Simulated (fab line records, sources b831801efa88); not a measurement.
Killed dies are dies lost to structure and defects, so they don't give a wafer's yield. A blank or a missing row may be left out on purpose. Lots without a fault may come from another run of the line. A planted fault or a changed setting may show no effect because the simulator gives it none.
Which tool did it? | flow sky130 | 7 lots, 21 wafers sampled, at 2 steps of a route of 708

WHAT THE GAUGES READ, wafer by wafer
SKY_VIA3_OVL_MEAS_13.
lot  | measured     | on         | VIA3_OVL (nm)
L184 | day 39 16:23 | overlay-01 | 3 4 12
L186 | day 40 17:55 | overlay-02 | 4 0 4
L189 | day 41 18:55 | overlay-02 | 11 5 7
L191 | day 42 12:47 | overlay-02 | 0 7 1
L198 | day 44 14:00 | overlay-02 | 0 3 -1
L204 | day 46 04:11 | overlay-02 | 0 6 9
L205 | day 46 09:25 | overlay-02 | 3 11 11

WHICH TOOL RAN EACH LOT (tool, then ch and the chambers of the sampled wafers, then the start)
lot  | SKY_METAL3_DESCUM_15
L184 | rie_metal-04 ch 0,1, day 38 13:53
L186 | rie_metal-04 ch 0,1, day 39 15:55
L189 | rie_metal-04 ch 0,1, day 40 17:31
L191 | rie_metal-02 ch 1, day 41 11:41
L198 | rie_metal-04 ch 0,1, day 43 14:05
L204 | rie_metal-02 ch 0, day 45 06:01
L205 | rie_metal-03 ch 0,1, day 45 11:08
- SKY_METAL3_DESCUM_15: chemistry O2, time 8 s.

THE ANSWER, worked out from the rows above alone
Rule: what is usual is taken from the lots themselves. Put in order of their means at a reading, lots are off if they are a third of the lots or fewer, leave a main group of 4 or more, and stand apart from it by a gap of 3 or more times the standard deviation of the main group's means; of several such gaps the widest counts. A main group whose means are all the same, to the digits that the tables above print for the reading, isn't used. A lot without any number at a reading at which 4 lots or more have one is off too. The other lots that the step has rows for count as sound.
No lot is off at any reading shown: from this, nothing can be told.

WHAT THE SIMULATOR HAD PUT IN
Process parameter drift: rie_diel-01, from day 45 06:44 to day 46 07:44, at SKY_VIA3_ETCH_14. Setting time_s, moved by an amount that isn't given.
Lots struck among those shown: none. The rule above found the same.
